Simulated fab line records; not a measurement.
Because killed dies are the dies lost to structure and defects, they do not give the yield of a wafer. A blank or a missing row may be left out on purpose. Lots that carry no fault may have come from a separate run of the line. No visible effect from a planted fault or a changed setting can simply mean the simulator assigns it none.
What tool caused it? ; flow sky130 ; Sampling: 13 lots, 37 wafers, 5 of 708 route steps

## WHAT EACH GAUGE READ, for each wafer
SKY_POLY_GATE_OVL_MEAS_14.
lot;measured;on;POLY_GATE_OVL (nm)
L665;day 16 04:31;overlay-01;14 5 10
L667;day 17 00:39;overlay-02;-2 -8 -8
L669;day 17 16:00;overlay-02;-10 -5 -3
L672;day 18 14:07;overlay-02;3 8
L673;day 19 05:58;overlay-01;0 -3
L679;day 21 06:25;overlay-01;6 8 0
L680;day 21 16:57;overlay-02;-5 -1 8
L681;day 21 23:35;overlay-02;5 3 5
L682;day 22 05:38;overlay-01;-4 -6 -5
L683;day 23 08:21;overlay-01;7 2 7
L685;day 23 21:42;overlay-01;-15 -7 -1
L686;day 23 22:21;overlay-02;0 6 6
L687;day 24 01:46;overlay-02;6 10 14

SKY_SD_N_RS_MEAS_16: the measuring method here is four-point-probe.
lot;measured;on;SD_N_RS (ohm/sq)
L665;day 27 14:37;film_metro-03;68.52 68.69 68.79
L667;day 28 13:28;film_metro-04;68.34 68.43 68.47
L669;day 29 05:42;film_metro-04;68.47 68.52 68.67
L672;day 30 01:50;film_metro-03;68.65 68.68
L673;day 30 13:50;film_metro-02;68.62 68.63
L679;day 32 06:19;film_metro-02;68.88 68.70 68.77
L680;day 32 16:31;film_metro-03;68.62 68.86 68.62
L681;day 32 20:38;film_metro-03;68.47 68.54 68.63
L682;day 33 06:14;film_metro-02;68.53 68.72 68.72
L683;day 34 04:07;film_metro-02;68.41 68.53 68.45
L685;day 34 13:20;film_metro-04;68.55 68.49 68.73
L686;day 34 15:19;film_metro-02;68.57 68.69 68.56
L687;day 34 18:02;film_metro-02;68.60 68.72 68.61

SKY_CONTACT_THK_MEAS_01.
lot;measured;on;CONTACT_CVD_00_THK (nm)
L665;day 30 02:04;film_metro-02;73.7 75.5 75.7
L667;day 30 23:14;film_metro-02;74.3 74.6 75.1
L669;day 31 15:37;film_metro-02;73.8 75.1 71.1
L672;day 32 09:37;film_metro-01;73.3 71.4
L673;day 32 21:50;film_metro-02;71.8 72.6
L679;day 34 13:17;film_metro-02;74.9 76.3 75.9
L680;day 35 00:52;film_metro-03;76.3 75.2 77.1
L681;day 35 03:58;film_metro-01;73.1 75.8 75.4
L682;day 35 13:34;film_metro-01;74.0 74.0 74.5
L683;day 36 12:16;film_metro-01;73.1 73.8 75.1
L685;day 36 21:32;film_metro-01;73.8 73.9 75.0
L686;day 36 23:39;film_metro-01;74.6 73.8 77.0
L687;day 37 02:46;film_metro-01;75.6 75.1 76.2

## EACH LOT AND THE TOOL THAT RAN IT (in order: tool; ch and the chambers of the sampled wafers; start)
lot;SKY_LOCAL_INTERCONNECT_ETCH_13;SKY_CONTACT_CVD_00
L665;rie_metal-04 ch 0,1, day 30 01:17;pecvd-04 ch 0,1, day 30 02:02
L667;rie_metal-04 ch 0,1, day 30 22:30;pecvd-04 ch 0,1, day 30 23:13
L669;rie_metal-03 ch 0,1, day 31 14:50;pecvd-04 ch 1,2, day 31 15:35
L672;rie_metal-04 ch 0,1, day 32 08:51;pecvd-04 ch 0,2, day 32 09:34
L673;rie_metal-04 ch 0,1, day 32 21:02;pecvd-04 ch 0,1, day 32 21:47
L679;rie_metal-03 ch 0,1, day 34 12:32;pecvd-02 ch 1,2, day 34 13:15
L680;rie_metal-01 ch 0,1, day 35 00:05;pecvd-02 ch 1,2, day 35 00:50
L681;rie_metal-03 ch 0,1, day 35 03:11;pecvd-04 ch 0,2, day 35 03:56
L682;rie_metal-04 ch 0,1, day 35 12:49;pecvd-04 ch 0,2, day 35 13:32
L683;rie_metal-04 ch 0,1, day 36 11:24;pecvd-03 ch 0,2, day 36 12:13
L685;rie_metal-03 ch 0,1, day 36 20:31;pecvd-04 ch 0,2, day 36 21:31
L686;rie_metal-03 ch 0,1, day 36 22:34;pecvd-02 ch 0,1,2, day 36 23:37
L687;rie_metal-04 ch 0,1, day 37 01:40;pecvd-02 ch 0,2, day 37 02:43
- SKY_LOCAL_INTERCONNECT_ETCH_13: etches BARC in N2/H2, stops on SiO2, time 45.9 s, target depth 60 nm.
- SKY_CONTACT_CVD_00: deposits Si3N4, target thk 75 nm.

## WHAT THE TOOLS THEMSELVES READ (means of the sampled wafers that have a number; where no wafer has one, the mark that the record gives instead)
SKY_LOCAL_INTERCONNECT_ETCH_13.
lot;tool;drypump_motor_current_A (A);oes_product_au (a.u.);throttle_valve_pct (%)
L665;rie_metal-04;5.2;0.854;13.227
L667;rie_metal-04;5.2;0.854;13.223
L669;rie_metal-03;5.7;0.850;13.222
L672;rie_metal-04;5.2;0.850;13.222
L673;rie_metal-04;5.2;0.852;13.231
L679;rie_metal-03;5.7;0.852;13.219
L680;rie_metal-01;6.0;0.851;13.225
L681;rie_metal-03;5.7;0.853;13.231
L682;rie_metal-04;5.3;0.853;13.228
L683;rie_metal-04;5.3;0.851;13.217
L685;rie_metal-03;5.7;0.855;13.228
L686;rie_metal-03;6.1;0.855;13.224
L687;rie_metal-04;5.3;0.853;13.234

SKY_CONTACT_CVD_00.
lot;tool;heater_power_w (W)
L665;pecvd-04;673
L667;pecvd-04;717
L669;pecvd-04;706
L672;pecvd-04;804
L673;pecvd-04;683
L679;pecvd-02;760
L680;pecvd-02;693
L681;pecvd-04;807
L682;pecvd-04;810
L683;pecvd-03;732
L685;pecvd-04;849
L686;pecvd-02;788
L687;pecvd-02;827

## THE ANSWER, worked out from the rows above alone
Rule: usual is defined by the lots themselves. The widest of any qualifying gaps counts: lots, ordered by their means at a reading, are off when they make up no more than a third of the lots, leave a main group of 4 or more, and stand apart from it by 3 or more times the standard deviation of that group's means. The tables above print the reading to a certain number of digits; a main group whose means all agree to those digits is not used. Also off: a lot with no number at a reading for which 4 or more lots have one. All remaining lots with rows at the step are treated as sound. Order of review: gauges by route order, followed by the tools' own readings, for which a lot's mean as printed above is used. The first step at which some lot is off is used, and at that step the reading that is off furthest; a lot without a number counts as furthest.
Nothing can be told from this: no lot is off at any reading shown.

## WHAT THE SIMULATOR HAD INSERTED
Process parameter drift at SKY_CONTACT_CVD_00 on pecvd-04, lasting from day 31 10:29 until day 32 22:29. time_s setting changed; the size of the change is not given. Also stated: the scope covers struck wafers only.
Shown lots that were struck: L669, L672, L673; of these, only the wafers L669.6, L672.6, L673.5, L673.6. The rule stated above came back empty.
